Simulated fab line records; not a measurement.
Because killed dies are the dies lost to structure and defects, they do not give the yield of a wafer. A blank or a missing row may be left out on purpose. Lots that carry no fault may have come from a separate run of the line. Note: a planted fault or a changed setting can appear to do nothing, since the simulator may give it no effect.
Struck lot and sound lot, side by side / flow gf180mcu / 17 steps out of a route of 602
Sound: these wafers, L707.1, L707.4, L707.6. Struck: wafers L721.2, L721.3, L721.6. Last of all comes the cause.
Each step with rows lists, per side, the tool, then ch with its chambers, then its first start. Under that, the readings that differ: sound wafers / struck wafers / difference of the means / sigmas: that difference in standard deviations of wafers without a fault.
alike: words and numbers the same on both sides, and readings whose means are apart by under 2 such deviations; not compared: readings that were withheld, readings missing a value for some wafer, numbers with overlapping values and no deviation given by the record, and bounds like >300 which may hide the same value.
The two part at a step that has a row with sigmas, a row that says differs or no value, or rows on one side only. Non-overlapping numbers with no deviation appear without sigmas and do not part them. Lack of a reading on every wafer of one side parts them only where that side has two or more wafers.

first, 4 steps without rows for these wafers: GF_SAB_SOFTBAKE_05 (time 60 s); GF_SAB_EXPOSE_06 (exposes mask SAB, target cd 420 nm); GF_SAB_PEB_07; GF_SAB_DEVELOP_08 (develop time 60 s).
GF_SAB_CD_MEAS_09 targets a cd of 420 nm.
  sound: cd-sem-02 at day 18 19:42; struck: cd-sem-01 at day 22 22:01
  alike: cd-nm
GF_SAB_OVL_MEAS_10:
  sound: overlay-02 at day 18 19:49; struck: overlay-02 at day 22 22:08
  alike: SAB_OVL
GF_SAB_ETCH_11: etches SiO2 in C4F8/O2/Ar, target depth 55 nm, time 8.5 s.
  sound on rie-diel-03 ch 0,2,3, day 18 19:52; struck on rie-diel-03 ch 2,3, day 22 22:10
reading=oes-product-au (a.u.); sound=0.994 0.974 0.997; struck=1.001 1.019 1.012; difference=+0.022; sigmas=+2
  alike: bias-w
  not compared: rf-hours-counter-h
then, 1 step without rows for these wafers: GF_SAB_WET_ETCH_12 (etches SiO2 in dHF, target depth 22 nm, time 440 s).
GF_SAB_STRIP_13: strips in O2/N2.
  sound on plasma-asher-01 ch 0,1, day 18 20:01; struck on plasma-asher-01 ch 0,1, day 22 22:19
  alike: drypump-motor-current-A, heater-power-w, oes-product-au, strip-time-to-endpoint-s
  not compared: rf-hours-counter-h
then, 2 steps without rows for these wafers: GF_SALICIDE_CLEAN_00 (cleans in SC1/SC2, time 150 s); GF_SALICIDE_WET_ETCH_01 (etches SiO2 in dHF, target depth 5 nm, time 100 s).
GF_SALICIDE_SPUTTER_02: material Co, target thk 10 nm, time 20 s.
  sound: pvd-sputter-03 at day 18 20:12; struck: pvd-sputter-03 at day 22 22:29
  alike: chamber-pressure-pa, throttle-valve-pct
GF_SALICIDE_SPUTTER_03: material TiN, target thk 20 nm, time 16.7 s.
  sound: pvd-sputter-03 at day 18 20:13; struck: pvd-sputter-03 at day 22 22:31
reading=chamber-pressure-pa (Pa); sound=0.3993 0.4002 0.4001; struck=0.2521 0.2536 0.2519; difference=-0.1473; sigmas=-99 or more
reading=throttle-valve-pct (%); sound=30.2 30.2 30.4; struck=39.4 38.4 38.3; difference=+8.4; sigmas=+9
reading=model.TiN_of_SALICIDE_SPUTTER_03.thk-nm (nm); sound=19.94 20.06 19.89; struck=20.91 21 20.97; difference=+1.00; sigmas=
GF_SALICIDE_RS_MEAS_04: uses a four-point probe to measure.
  sound: film-metro-01 at day 18 20:15; struck: film-metro-04 at day 22 22:34
  alike: SALICIDE_TIN_RS
GF_SALICIDE_THK_MEAS_05: measures by xrf.
  sound: film-metro-01 at day 18 20:22; struck: film-metro-04 at day 22 22:54
reading=SALICIDE_TIN_THK (nm); sound=19.83 19.99 19.72; struck=20.88 21.05 20.99; difference=+1.13; sigmas=+5
  not compared: hold
GF_SALICIDE_RTA_06: time 30 s.
  sound on rtp-anneal-02 ch 0, day 18 20:26; struck on rtp-anneal-01 ch 0, day 23 02:29
reading=hold; sound=- - -; struck=await-dispo/3.5h/release await-dispo/3.5h/release await-dispo/3.5h/release; difference=no value on the sound wafers; sigmas=
  alike: chamber-o2-ppm, lamp-power-pct, wafer_temp_C_max
following that, these wafers have no rows for 1 step: GF_PASSIVATION_PROBE_99.

## WHERE THEY PART
Earliest at GF_SAB_ETCH_11; latest, in this record, at GF_SALICIDE_RTA_06.

WHY: what had been put in by the simulator
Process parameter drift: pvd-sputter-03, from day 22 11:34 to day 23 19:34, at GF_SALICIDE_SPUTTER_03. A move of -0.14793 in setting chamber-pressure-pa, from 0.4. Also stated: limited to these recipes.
